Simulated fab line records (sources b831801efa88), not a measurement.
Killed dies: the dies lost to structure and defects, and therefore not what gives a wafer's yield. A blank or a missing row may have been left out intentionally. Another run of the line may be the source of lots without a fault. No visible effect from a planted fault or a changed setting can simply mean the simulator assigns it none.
fab line records	flow gf180mcu	part 1 of 2: steps 1 to 23 of 33
record: lots: 5	wafers: 15	last-day: 34
route steps=602 shown V2@398 M3@409 V3@429
lots with no fault: from the same line, run without faults
start-h: start of the lot's first displayed wafer, in hours after the record's first day	wait-h: hours elapsed since this lot's preceding step	" the same as in the row above	L1.1+2: a row that stands for several wafers	- no value, or no start was given	* or withheld: withheld	< > ~ a bound
route shown NAME@n: a module of which the file shows steps, and the number in the route of the first	usual: mean/standard deviation of fault-free wafers	same: alike in all rows	chamber/n: place in a boat	sites: per-site readings	_std_site: standard deviation of those values	_edge_site: mean of outer sites minus mean of inner sites	radius-mm: how far each site lies from the wafer's centre	mask NAME#n: copy n	behind: the last tool/chamber to shape the wafer	hold: what put the lot on hold/how long, in hours/how the hold closed	device: names the non-switching transistor (n, p or np)	end of line: tests of these same wafers at the route's end	a step with no rows: only its recipe	killed: not the wafer's yield, but the dies lost to structure and defects at the first sort	map: the dies of a wafer, with x for killed, . for not killed, _ for no die there
set.NAME: the setting the step ran with; set.NAME@STEP: the setting that earlier step ran with	model.NAME: the simulator's own value behind a step, which no gauge read
lots at some steps of the route; a table a step, a row a wafer
services: when a tool's chamber went out of use (start-h, in hours from the record's first day, below 0 if earlier), for how many hours, and the reason
== steps ==
step: GF_V2_ETCH_16
recipe: chemistry: N2/H2	target-depth-a: withheld	overetch-a: withheld	time-s: withheld	target: BARC	ion-energy-ev: 200	source-w: 500	bias-w: 100	pressure-mtorr: 30	n2-flow-sccm: 100	h2-flow-sccm: 200
usual: drypump-motor-current-A: 5.6/0.44	oes-product-au: 0.855/0.0041	throttle-valve-pct: 13.225/0.01
lot.wafer	tool	chamber	start-h	wait-h	drypump-motor-current-A	oes-product-au	throttle-valve-pct
L085.1	rie-diel-03	1	570.33	0.0	5.6	0.858	13.235
L085.2	"	2	"	"	5.4	0.862	13.230
L085.4	"	3	"	"	5.6	0.857	13.221
L088.3	rie-diel-03	2	594.42	0.0	5.4	0.848	13.238
L088.4	"	1	"	"	5.6	0.855	13.226
L088.5	"	2	"	"	5.4	0.855	13.215
L090.4	rie-diel-03	2	608.27	0.0	5.4	0.853	13.223
L090.5	"	3	"	"	5.6	0.853	13.221
L090.6	"	0	"	"	5.5	0.851	13.233
L092.3	rie-diel-01	3	618.12	0.0	6.3	0.856	13.228
L092.5	"	0	"	"	5.8	0.851	13.215
L092.6	"	1	"	"	5.1	0.857	13.215
L093.2	rie-diel-01	1	634.32	0.0	5.0	0.867	13.220
L093.3	"	0	"	"	5.7	0.859	13.232
L093.5	"	0	"	"	5.7	0.862	13.211
step: GF_V2_ETCH_17
recipe: chemistry: C4F8/O2/Ar	mask-material: KrF	target: SiO2	stop-on: TiN	source-w: 1500	bias-w: 1200	pressure-mtorr: 40	c4f8-flow-sccm: withheld	O2_flow_sccm: 6	Ar_flow_sccm: 300	time-s: withheld	target-depth-a: 6300
usual: oes-product-au: 0.856/0.005
lot.wafer	tool	chamber	start-h	wait-h	oes-product-au
L085.1	rie-diel-03	1	-	-	0.860
L085.2	"	2	"	"	0.861
L085.4	"	3	"	"	0.861
L088.3	rie-diel-03	2	-	-	0.856
L088.4	"	1	"	"	0.854
L088.5	"	2	"	"	0.862
L090.4	rie-diel-03	2	-	-	0.857
L090.5	"	3	"	"	0.850
L090.6	"	0	"	"	0.849
L092.3	rie-diel-01	3	-	-	0.855
L092.5	"	0	"	"	0.855
L092.6	"	1	"	"	0.860
L093.2	rie-diel-01	1	-	-	0.860
L093.3	"	0	"	"	0.849
L093.5	"	0	"	"	0.866
step: GF_V2_STRIP_18
recipe: chemistry: O2/N2	power-w: 1400	pressure-mtorr: 1500	platen-temp-c: 250	o2-flow-sccm: 3000	n2-flow-sccm: 300	overash-fraction: 0.5
usual: drypump-motor-current-A: 6.0/0.48	heater-power-w: 323/38	oes-product-au: 0.591/0.0047
lot.wafer	tool	chamber	start-h	wait-h	drypump-motor-current-A	heater-power-w	oes-product-au	rf-hours-counter-h
L085.1	plasma-asher-01	0	570.46	-	5.3	326	0.591	44
L085.2	"	1	"	"	6.5	358	0.588	44
L085.4	"	0	"	"	5.3	330	0.594	-
L088.3	plasma-asher-02	0	594.58	-	5.8	301	0.592	-
L088.4	"	1	"	"	6.5	283	0.592	-
L088.5	"	1	"	"	6.5	263	0.586	-
L090.4	plasma-asher-01	1	608.44	-	6.4	365	0.594	-
L090.5	"	1	"	"	6.4	369	0.593	-
L090.6	"	0	"	"	5.3	329	0.596	-
L092.3	plasma-asher-03	0	618.29	-	6.6	279	0.592	-
L092.5	"	1	"	"	5.7	373	0.589	-
L092.6	"	0	"	"	6.6	285	0.589	-
L093.2	plasma-asher-01	0	634.45	-	5.3	332	0.595	51
L093.3	"	1	"	"	6.4	361	0.584	-
L093.5	"	0	"	"	5.3	333	0.593	-
step: GF_V2_STRIP_19
recipe: chemistry: post-etch-residue-remover	time-s: 1200	temp-c: 72.5
lot.wafer	tool	chamber	start-h	wait-h
L085.1+2+4	wet-bench-04	1	570.56	0.1
L088.3+4+5	wet-bench-04	3	594.65	0.0
L090.4+5+6	wet-bench-01	3	608.50	0.0
L092.3+5+6	wet-bench-03	3	618.35	0.0
L093.2+3+5	wet-bench-01	3	634.55	0.1
step: GF_V2_CLEAN_20
recipe: chemistry: DIW	dry: n2-spin
lot.wafer	tool	chamber	start-h	wait-h
L085.1+2+4	wet-bench-03	1	570.93	0.0
L088.3+4+5	wet-bench-03	1	594.99	0.0
L090.4+5+6	wet-bench-04	0	608.85	0.0
L092.3+5+6	wet-bench-04	0	618.73	0.0
L093.2+3+5	wet-bench-03	0	634.89	0.0
step: GF_V2_SPUTTER_21
recipe: material: Ti	target-thk-nm: 15	chamber-pressure-pa: 5	power-w: 2500	substrate-temp-c: 200	time-s: 80.02
usual: chamber-pressure-pa: 5.001/0.0097	throttle-valve-pct: 30.0/1.3
lot.wafer	tool	chamber	start-h	wait-h	chamber-pressure-pa	throttle-valve-pct
L085.1	pvd-sputter-02	-	571.02	0.0	5.008	29.8
L085.2	"	-	"	"	5.001	27.6
L085.4	"	-	"	"	4.993	30.9
L088.3	pvd-sputter-02	-	595.08	0.0	5.000	30.0
L088.4	"	-	"	"	5.001	27.8
L088.5	"	-	"	"	4.993	30.4
L090.4	pvd-sputter-03	-	608.94	0.0	4.997	31.1
L090.5	"	-	"	"	5.000	31.1
L090.6	"	-	"	"	4.991	30.3
L092.3	pvd-sputter-04	-	618.83	0.0	4.994	28.1
L092.5	"	-	"	"	4.998	29.9
L092.6	"	-	"	"	5.001	28.7
L093.2	pvd-sputter-04	-	634.98	0.0	4.992	30.2
L093.3	"	-	"	"	4.996	31.9
L093.5	"	-	"	"	4.998	28.9
step: GF_V2_SPUTTER_22
recipe: material: TiN	target-thk-nm: 10	chamber-pressure-pa: 5	power-w: 4000	time-s: 40
usual: chamber-pressure-pa: 5.000/0.0099	throttle-valve-pct: 30.1/1.3
lot.wafer	tool	chamber	start-h	wait-h	chamber-pressure-pa	throttle-valve-pct
L085.1	pvd-sputter-02	-	571.08	0.0	5.007	29.9
L085.2	"	-	"	"	5.013	27.6
L085.4	"	-	"	"	5.012	30.9
L088.3	pvd-sputter-02	-	595.14	0.0	4.998	29.9
L088.4	"	-	"	"	4.999	27.6
L088.5	"	-	"	"	4.999	30.9
L090.4	pvd-sputter-03	-	609.00	0.0	5.021	31.0
L090.5	"	-	"	"	5.007	31.1
L090.6	"	-	"	"	4.984	30.0
L092.3	pvd-sputter-04	-	618.89	0.0	4.997	28.1
L092.5	"	-	"	"	4.988	30.3
L092.6	"	-	"	"	4.994	29.0
L093.2	pvd-sputter-04	-	635.04	0.0	5.005	30.0
L093.3	"	-	"	"	4.989	31.9
L093.5	"	-	"	"	5.008	29.1
step: GF_V2_CVD_23
recipe: material: W	target-thk-nm: 350	time-s: 104.94	temp-c: 400	pressure-torr: 40
usual: heater-power-w: 870/47
lot.wafer	tool	chamber	start-h	wait-h	heater-power-w	since-wet-clean-h
L085.1	cvd-w-01	1	571.12	0.0	796	167
L085.2	"	0	"	"	922	167
L085.4	"	0	"	"	878	-
L088.3	cvd-w-02	1	595.22	0.1	931	-
L088.4	"	0	"	"	812	-
L088.5	"	1	"	"	923	-
L090.4	cvd-w-01	0	609.07	0.1	951	-
L090.5	"	0	"	"	909	-
L090.6	"	1	"	"	800	-
L092.3	cvd-w-02	0	618.96	0.1	856	-
L092.5	"	1	"	"	939	-
L092.6	"	0	"	"	827	-
L093.2	cvd-w-02	0	635.08	0.0	813	731
L093.3	"	1	"	"	910	-
L093.5	"	1	"	"	924	-
step: GF_V2_RS_MEAS_24
recipe: thk-meas-gauge: four-point-probe	reads: W_of_V2_CVD_23+TiN_of_V2_SPUTTER_22+Ti_of_V2_SPUTTER_21
usual: V2_W_RS: 0.322/0.0063
lot.wafer	tool	chamber	start-h	wait-h	V2_W_RS[ohm/sq]
L085.1	film-metro-01	-	571.23	0.1	0.327
L085.2	"	-	"	"	0.319
L085.4	"	-	"	"	0.320
L088.3	film-metro-01	-	595.33	0.1	0.329
L088.4	"	-	"	"	0.317
L088.5	"	-	"	"	0.329
L090.4	film-metro-03	-	609.21	0.1	0.316
L090.5	"	-	"	"	0.316
L090.6	"	-	"	"	0.333
L092.3	film-metro-02	-	619.08	0.1	0.318
L092.5	"	-	"	"	0.325
L092.6	"	-	"	"	0.315
L093.2	film-metro-02	-	635.21	0.1	0.325
L093.3	"	-	"	"	0.331
L093.5	"	-	"	"	0.328
step: GF_V2_THK_MEAS_25
recipe: thk-meas-gauge: xrf	reads: W_of_V2_CVD_23
usual: V2_W_THK: 366/7.9
lot.wafer	tool	chamber	start-h	wait-h	V2_W_THK[nm]
L085.1	film-metro-01	-	571.35	0.1	357
L085.2	"	-	"	"	368
L085.4	"	-	"	"	365
L088.3	film-metro-01	-	595.43	0.1	352
L088.4	"	-	"	"	372
L088.5	"	-	"	"	351
L090.4	film-metro-03	-	609.30	0.1	375
L090.5	"	-	"	"	375
L090.6	"	-	"	"	355
L092.3	film-metro-02	-	619.18	0.1	371
L092.5	"	-	"	"	368
L092.6	"	-	"	"	376
L093.2	film-metro-02	-	635.32	0.1	368
L093.3	"	-	"	"	360
L093.5	"	-	"	"	362
step: GF_V2_CMP_26
recipe: stop-on: SiO2	down-force-psi: 3.5	platen-rpm: 60	t-overpolish-s: 15	target-thk-nm: 0	pad-velocity-m-s: 0.94248
usual: motor-current-A: 11.1/0.61	overpolish-run-s: 14.999/0.0093	slurry-flow-ml-min: 150.0/0.44	time-to-endpoint-s: 85/5.1
lot.wafer	tool	chamber	start-h	wait-h	motor-current-A	overpolish-run-s	slurry-flow-ml-min	time-to-endpoint-s
L085.4	cmp-01	1	571.62	0.2	11.6	14.995	150.3	91
L085.2	"	3	"	"	11.3	14.992	150.4	90
L085.1	"	0	"	"	10.1	15.012	149.8	92
L088.4	cmp-02	1	595.55	0.1	11.5	14.999	149.7	86
L088.3	"	2	"	"	10.4	14.998	148.9	82
L088.5	"	2	"	"	10.5	14.980	149.5	80
L090.4	cmp-02	2	609.43	0.1	10.1	14.998	149.9	83
L090.5	"	0	"	"	10.6	15.001	150.1	77
L090.6	"	1	"	"	10.6	15.000	149.1	83
L092.3	cmp-01	0	619.27	0.1	10.7	15.002	149.3	91
L092.6	"	3	"	"	11.9	15.009	150.0	92
L092.5	"	0	"	"	10.4	15.001	149.4	92
L093.3	cmp-02	2	635.42	0.1	11.1	14.991	149.9	83
L093.2	"	0	"	"	10.2	14.994	150.7	77
L093.5	"	2	"	"	11.0	15.011	150.4	81
step: GF_M3_SPUTTER_00
recipe: material: Ti	target-thk-nm: 37.5	arriving-ion-energy-ev: 80	substrate-temp-c: 200	chamber-pressure-pa: 2	power-w: 4000	time-s: 150
usual: chamber-pressure-pa: 2.001/0.0043	throttle-valve-pct: 29.7/1.4
lot.wafer	tool	chamber	start-h	wait-h	chamber-pressure-pa	throttle-valve-pct
L085.1	pvd-sputter-02	-	571.92	0.1	1.996	30.7
L085.2	"	-	"	"	1.996	27.9
L085.4	"	-	"	"	1.998	29.8
L088.3	pvd-sputter-04	-	595.85	0.2	2.002	28.9
L088.4	"	-	"	"	2.003	30.2
L088.5	"	-	"	"	2.007	28.6
L090.4	pvd-sputter-01	-	609.63	0.1	2.006	28.2
L090.5	"	-	"	"	1.999	30.0
L090.6	"	-	"	"	2.004	28.4
L092.3	pvd-sputter-02	-	619.52	0.2	2.002	30.7
L092.5	"	-	"	"	2.002	30.8
L092.6	"	-	"	"	1.999	27.6
L093.2	pvd-sputter-02	-	635.67	0.1	2.007	30.6
L093.3	"	-	"	"	1.999	30.0
L093.5	"	-	"	"	2.003	30.8
step: GF_M3_SPUTTER_01
recipe: material: TiN	target-thk-nm: 30	power-w: 6500	time-s: 25	chamber-pressure-pa: 0.4
usual: chamber-pressure-pa: 0.4000/0.0008	throttle-valve-pct: 29.7/1.4
lot.wafer	tool	chamber	start-h	wait-h	chamber-pressure-pa	throttle-valve-pct
L085.1	pvd-sputter-02	-	572.02	0.1	0.4005	30.8
L085.2	"	-	"	"	0.4008	27.7
L085.4	"	-	"	"	0.4005	30.1
L088.3	pvd-sputter-04	-	595.95	0.1	0.3991	29.0
L088.4	"	-	"	"	0.3994	30.0
L088.5	"	-	"	"	0.3996	28.8
L090.4	pvd-sputter-01	-	609.73	0.1	0.4010	28.1
L090.5	"	-	"	"	0.3997	29.9
L090.6	"	-	"	"	0.4004	27.8
L092.3	pvd-sputter-02	-	619.62	0.1	0.3996	30.7
L092.5	"	-	"	"	0.3996	30.8
L092.6	"	-	"	"	0.4015	27.6
L093.2	pvd-sputter-02	-	635.77	0.1	0.3990	30.6
L093.3	"	-	"	"	0.4008	30.1
L093.5	"	-	"	"	0.3991	30.7
step: GF_M3_SPUTTER_02
recipe: material: AlCu	target-thk-nm: 450	power-w: 10600	time-s: 23.9	chamber-pressure-pa: 0.4
usual: chamber-pressure-pa: 0.3999/0.00075	throttle-valve-pct: 29.6/1.4
lot.wafer	tool	chamber	start-h	wait-h	chamber-pressure-pa	throttle-valve-pct
L085.1	pvd-sputter-02	-	572.05	0.0	0.4006	30.6
L085.2	"	-	"	"	0.3995	27.3
L085.4	"	-	"	"	0.4003	29.6
L088.3	pvd-sputter-04	-	595.99	0.0	0.3989	28.9
L088.4	"	-	"	"	0.3993	30.2
L088.5	"	-	"	"	0.3990	29.2
L090.4	pvd-sputter-01	-	609.76	0.0	0.4003	28.1
L090.5	"	-	"	"	0.3997	30.1
L090.6	"	-	"	"	0.4005	28.3
L092.3	pvd-sputter-02	-	619.65	0.0	0.4000	30.6
L092.5	"	-	"	"	0.4003	30.3
L092.6	"	-	"	"	0.3994	27.7
L093.2	pvd-sputter-02	-	635.80	0.0	0.3993	30.6
L093.3	"	-	"	"	0.3993	30.3
L093.5	"	-	"	"	0.4000	30.4
step: GF_M3_SPUTTER_03
recipe: material: Ti	target-thk-nm: 10	substrate-temp-c: 300	chamber-pressure-pa: 0.3	power-w: 3000	time-s: 6.7
usual: chamber-pressure-pa: 0.2999/0.00057	throttle-valve-pct: 29.7/1.4
lot.wafer	tool	chamber	start-h	wait-h	chamber-pressure-pa	throttle-valve-pct
L085.1	pvd-sputter-02	-	572.08	0.0	0.3006	30.5
L085.2	"	-	"	"	0.3000	27.6
L085.4	"	-	"	"	0.2998	29.5
L088.3	pvd-sputter-04	-	596.02	0.0	0.2990	28.9
L088.4	"	-	"	"	0.3003	29.9
L088.5	"	-	"	"	0.2991	28.6
L090.4	pvd-sputter-01	-	609.79	0.0	0.2997	28.0
L090.5	"	-	"	"	0.2994	30.0
L090.6	"	-	"	"	0.3004	28.0
L092.3	pvd-sputter-02	-	619.68	0.0	0.2997	30.8
L092.5	"	-	"	"	0.2992	30.8
L092.6	"	-	"	"	0.3000	27.5
L093.2	pvd-sputter-02	-	635.83	0.0	0.2991	30.6
L093.3	"	-	"	"	0.2993	30.0
L093.5	"	-	"	"	0.2996	30.7
step: GF_M3_SPUTTER_04
recipe: material: TiN	target-thk-nm: 50	power-w: 6500	time-s: 41.7	chamber-pressure-pa: 0.4
usual: chamber-pressure-pa: 0.3999/0.00079	throttle-valve-pct: 29.7/1.3
lot.wafer	tool	chamber	start-h	wait-h	chamber-pressure-pa	throttle-valve-pct
L085.1	pvd-sputter-02	-	572.11	0.0	0.4001	30.7
L085.2	"	-	"	"	0.4001	27.5
L085.4	"	-	"	"	0.3996	29.9
L088.3	pvd-sputter-04	-	596.04	0.0	0.4007	28.9
L088.4	"	-	"	"	0.3987	30.4
L088.5	"	-	"	"	0.4007	29.0
L090.4	pvd-sputter-01	-	609.81	0.0	0.3992	28.0
L090.5	"	-	"	"	0.4006	29.7
L090.6	"	-	"	"	0.4002	28.1
L092.3	pvd-sputter-02	-	619.70	0.0	0.3989	30.8
L092.5	"	-	"	"	0.4000	30.8
L092.6	"	-	"	"	0.3999	27.5
L093.2	pvd-sputter-02	-	635.85	0.0	0.3995	31.1
L093.3	"	-	"	"	0.4017	30.1
L093.5	"	-	"	"	0.3991	30.7
step: GF_M3_RS_MEAS_05
recipe: thk-meas-gauge: four-point-probe	reads: TiN_of_M3_SPUTTER_04+Ti_of_M3_SPUTTER_03+AlCu_of_M3_SPUTTER_02+TiN_of_M3_SPUTTER_01+Ti_of_M3_SPUTTER_00
usual: M3_ALCU_RS: 0.0698/0.00077
lot.wafer	tool	chamber	start-h	wait-h	M3_ALCU_RS[ohm/sq]
L085.1	film-metro-04	-	572.15	0.0	0.0685
L085.2	"	-	"	"	0.0701
L085.4	"	-	"	"	0.0688
L088.3	film-metro-03	-	596.12	0.1	0.0693
L088.4	"	-	"	"	0.0691
L088.5	"	-	"	"	0.0690
L090.4	film-metro-04	-	609.91	0.1	0.0693
L090.5	"	-	"	"	0.0688
L090.6	"	-	"	"	0.0684
L092.3	film-metro-03	-	619.78	0.1	0.0689
L092.5	"	-	"	"	0.0689
L092.6	"	-	"	"	0.0699
L093.2	film-metro-04	-	635.91	0.0	0.0686
L093.3	"	-	"	"	0.0706
L093.5	"	-	"	"	0.0681
step: GF_M3_THK_MEAS_06
recipe: thk-meas-gauge: xrf	reads: AlCu_of_M3_SPUTTER_02
usual: M3_ALCU_THK: 440/5
lot.wafer	tool	chamber	start-h	wait-h	M3_ALCU_THK[nm]
L085.1	film-metro-04	-	572.27	0.1	445
L085.2	"	-	"	"	436
L085.4	"	-	"	"	443
L088.3	film-metro-03	-	596.22	0.1	444
L088.4	"	-	"	"	449
L088.5	"	-	"	"	443
L090.4	film-metro-04	-	610.00	0.1	441
L090.5	"	-	"	"	445
L090.6	"	-	"	"	448
L092.3	film-metro-03	-	619.88	0.1	447
L092.5	"	-	"	"	448
L092.6	"	-	"	"	442
L093.2	film-metro-04	-	636.02	0.1	449
L093.3	"	-	"	"	434
L093.5	"	-	"	"	449
step: GF_M3_DEHYDRATE_07
recipe: temp-c: 200	time-s: 60
usual: resist-line-temp-C: 23.00/0.095
lot.wafer	tool	chamber	start-h	wait-h	resist-line-temp-C
L085.1	litho-track-03	0	583.12	10.8	22.70
L085.2	"	0	"	"	22.95
L085.4	"	0	"	"	22.88
L088.3	litho-track-04	0	606.35	10.1	23.11
L088.4	"	0	"	"	22.87
L088.5	"	0	"	"	23.09
L090.4	litho-track-04	0	619.82	9.8	22.87
L090.5	"	0	"	"	23.02
L090.6	"	0	"	"	22.98
L092.3	litho-track-01	0	629.77	9.9	22.98
L092.5	"	0	"	"	23.04
L092.6	"	0	"	"	22.86
L093.2	litho-track-03	0	646.14	10.1	22.96
L093.3	"	0	"	"	22.99
L093.5	"	0	"	"	22.83
step: GF_M3_HMDS_08
recipe: prime-time-s: 60	prime-temp-c: 120
usual: resist-line-temp-C: 22.97/0.11
lot.wafer	tool	chamber	start-h	wait-h	resist-line-temp-C
L085.1	litho-track-03	0	583.27	0.1	23.00
L085.2	"	0	"	"	23.01
L085.4	"	0	"	"	22.91
L088.3	litho-track-04	0	606.50	0.1	23.01
L088.4	"	0	"	"	22.91
L088.5	"	0	"	"	23.03
L090.4	litho-track-04	0	619.97	0.1	22.88
L090.5	"	0	"	"	22.89
L090.6	"	0	"	"	22.94
L092.3	litho-track-01	0	629.92	0.1	22.85
L092.5	"	0	"	"	22.77
L092.6	"	0	"	"	22.95
L093.2	litho-track-03	0	646.29	0.1	23.07
L093.3	"	0	"	"	22.85
L093.5	"	0	"	"	22.94
step: GF_M3_COAT_09
recipe: resist: KrF	spin-rpm: withheld	resist-thk-nm: 1000
usual: resist-line-temp-C: 23.03/0.1
lot.wafer	tool	chamber	start-h	wait-h	resist-line-temp-C
L085.1	litho-track-03	0	583.42	0.1	22.94
L085.2	"	0	"	"	22.89
L085.4	"	0	"	"	22.98
L088.3	litho-track-04	0	606.65	0.1	23.24
L088.4	"	0	"	"	22.93
L088.5	"	0	"	"	23.16
L090.4	litho-track-04	0	620.12	0.1	22.93
L090.5	"	0	"	"	23.00
L090.6	"	0	"	"	22.97
L092.3	litho-track-01	0	630.07	0.1	23.02
L092.5	"	0	"	"	23.17
L092.6	"	0	"	"	23.05
L093.2	litho-track-03	0	646.44	0.1	23.08
L093.3	"	0	"	"	22.90
L093.5	"	0	"	"	22.93
step: GF_M3_SOFTBAKE_10
recipe: temp-c: 130	time-s: 60	resist: KrF
usual: resist-line-temp-C: 23.02/0.1
lot.wafer	tool	chamber	start-h	wait-h	resist-line-temp-C
L085.1	litho-track-03	0	583.57	0.1	23.01
L085.2	"	0	"	"	23.04
L085.4	"	0	"	"	23.19
L088.3	litho-track-04	0	606.80	0.1	23.10
L088.4	"	0	"	"	23.14
L088.5	"	0	"	"	23.25
L090.4	litho-track-04	0	620.27	0.1	23.07
L090.5	"	0	"	"	22.79
L090.6	"	0	"	"	22.92
L092.3	litho-track-01	0	630.22	0.1	23.19
L092.5	"	0	"	"	23.09
L092.6	"	0	"	"	22.90
L093.2	litho-track-03	0	646.59	0.1	22.82
L093.3	"	0	"	"	22.80
L093.5	"	0	"	"	22.99
step: GF_M3_EXPOSE_11
recipe: mask-id: Metal3	target-cd-nm: 280	na: 0.68	source-shape: conventional	sigma-outer: 0.6	dose-mj: 28
usual: stage-vel-mm-s: 500.05/0.24
lot.wafer	tool	chamber	start-h	wait-h	mask	stage-vel-mm-s
L085.1	krf-scanner-02	0	-	-	Metal3#0	500.33
L085.2	"	0	"	"	Metal3#0	500.27
L085.4	"	0	"	"	Metal3#0	500.39
L088.3	krf-scanner-02	0	-	-	Metal3#0	500.22
L088.4	"	0	"	"	Metal3#0	499.93
L088.5	"	0	"	"	Metal3#0	500.23
L090.4	krf-scanner-02	0	-	-	Metal3#0	500.01
L090.5	"	0	"	"	Metal3#0	500.02
L090.6	"	0	"	"	Metal3#0	499.83
L092.3	krf-scanner-01	0	-	-	Metal3#0	500.12
L092.5	"	0	"	"	Metal3#0	500.19
L092.6	"	0	"	"	Metal3#0	500.26
L093.2	krf-scanner-02	0	-	-	Metal3#0	500.01
L093.3	"	0	"	"	Metal3#0	500.30
L093.5	"	0	"	"	Metal3#0	500.00
